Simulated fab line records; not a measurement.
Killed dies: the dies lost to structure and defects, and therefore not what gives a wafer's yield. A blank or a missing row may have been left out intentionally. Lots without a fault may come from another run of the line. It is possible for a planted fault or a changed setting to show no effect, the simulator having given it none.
One fault through the eyes of 2 desks / flow gf180mcu / each desk has only its own numbers; what lay behind them comes last

## TOOL OWNER'S DESK, wetBench-03
The tool's own readings at GF_STI_WET_ETCH_26 (etches SiO2 in dHF, target depth 94 nm, time 188 s): means of the sampled wafers that have a number, for each lot that ran on this tool. If a lot's mean is further than 4 standard deviations from the usual mean, the lot is out of limits and carries the mark OUT (the distance appears in the brackets).
Columns: A = runLengthS at GF_STI_WET_ETCH_26, usual 215.1 s
lot=L491; first seen here=day 2 15:01; A=220.0
lot=L496; first seen here=day 3 17:47; A=212.5
lot=L502; first seen here=day 5 01:58; A=169.2 (-17) OUT
lot=L503; first seen here=day 5 03:11; A=170.3 (-17) OUT
Finding of this desk: L502, L503 out of limits; the first was L502 at day 5 01:58, on runLengthS at GF_STI_WET_ETCH_26. In limits: L491, L496.

## FROM THE METROLOGY DESK
Lot by lot, what the gauges showed, no matter which tool ran the lot: averages of those sampled wafers that carry a number. If a lot's mean is further than 4 standard deviations from the usual mean, the lot is out of limits and carries the mark OUT (the distance appears in the brackets).
Columns: A = MVPSD_RS at GF_VT_IMPLANT_RS_MEAS_49, usual 1167 ohm/sq; B = DUAL_GATE_OVL at GF_DUAL_GATE_OVL_MEAS_11, usual -0.1 nm
lot=L489; first seen here=day 7 13:03; A=1165; B=1.0
lot=L490; first seen here=day 7 18:55; A=1166; B=1.5
lot=L491; first seen here=day 8 01:52; A=1168; B=-2.3
lot=L492; first seen here=day 8 08:18; A=1169; B=-1.2
lot=L494; first seen here=day 8 23:41; A=1163; B=1.5
lot=L496; first seen here=day 9 14:36; A=1165; B=-2.2
lot=L498; first seen here=day 10 04:04; A=1162; B=0.4
lot=L502; first seen here=day 11 09:44; A=1168; B=-0.4
lot=L503; first seen here=day 11 13:53; A=1175; B=-0.6
lot=L504; first seen here=day 11 22:53; A=1172; B=0.4
lot=L508; first seen here=day 12 23:25; A=1165; B=1.5
lot=L509; first seen here=day 13 08:35; A=1162; B=1.5
lot=L510; first seen here=day 13 13:26; A=1169; B=-1.7
lot=L512; first seen here=day 14 03:23; A=1168; B=1.9
This desk's finding: nothing out of limits on any of the 14 lots.

## PUT TOGETHER
The tool owner's desk could have raised an alarm at day 5 01:58, on L502, L503.
The metrology desk saw nothing out of limits.
The metrology desk has L502, L503 on record, within its limits.
On wetBench-03, each named lot ran GF_STI_WET_ETCH_26.

## WHAT WAS PUT IN BY THE SIMULATOR
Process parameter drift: wetBench-03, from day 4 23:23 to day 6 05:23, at GF_STI_WET_ETCH_26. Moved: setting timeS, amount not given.
Lots struck among those shown: L502, L503.
Each desk's first reading out of limits, in hours after the fault started: the tool owner's desk, 3.
